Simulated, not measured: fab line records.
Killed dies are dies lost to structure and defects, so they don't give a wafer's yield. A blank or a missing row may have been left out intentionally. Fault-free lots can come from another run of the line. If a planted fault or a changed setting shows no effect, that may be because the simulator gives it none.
Chamber matching || flow gf180mcu || GF_V1_CVD_02 on pecvd-01 has 3 sister chambers
The step deposits SiO2 from TEOS, target thk 850 nm, time 94.851 s. 3 wafers are shown with their chamber, then 7 later ones without.

## WAFERS, EACH WITH ITS CHAMBER
{"wafer": "L444.5", "chamber": 1, "heater power w (W)": 734}
{"wafer": "L450.4", "chamber": 0, "heater power w (W)": 730}
{"wafer": "L450.5", "chamber": 2, "heater power w (W)": 649}

## WAFERS MISSING THEIR CHAMBER
{"wafer": "L450.6", "heater power w (W)": 701}
{"wafer": "L451.1", "heater power w (W)": 630}
{"wafer": "L451.3", "heater power w (W)": 762}
{"wafer": "L451.4", "heater power w (W)": 648}
{"wafer": "L452.2", "heater power w (W)": 620}
{"wafer": "L452.3", "heater power w (W)": 770}
{"wafer": "L452.5", "heater power w (W)": 633}

## CHAMBER TAKEN BY EACH
{"wafer": "L450.6", "from the rows above": "can't be placed: 0 or 1 or 2", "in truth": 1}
{"wafer": "L451.1", "from the rows above": 2, "in truth": 2}
{"wafer": "L451.3", "from the rows above": "can't be placed: 1 or 0", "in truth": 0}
{"wafer": "L451.4", "from the rows above": 2, "in truth": 2}
{"wafer": "L452.2", "from the rows above": 2, "in truth": 2}
{"wafer": "L452.3", "from the rows above": "can't be placed: 1 or 0", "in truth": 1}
{"wafer": "L452.5", "from the rows above": 2, "in truth": 2}
Correctly placed: 4 of 7. From these rows, 3 cannot be placed; in 3 the true chamber is one of the candidates. 0 placed wrongly.
How it was worked out, from the rows above alone: a wafer's distance from a chamber is the root of the sum, over the readings, of the square of ((its reading less the chamber's mean) divided by the reading's scatter). The wafer belongs to the nearest chamber; if the next one is less than 2 further off, it can't be placed. The mean given for a chamber averages the wafers shown for that chamber. The scatter: root of mean squared gap, hidden wafer to nearest shown wafer, with one shown wafer a chamber.
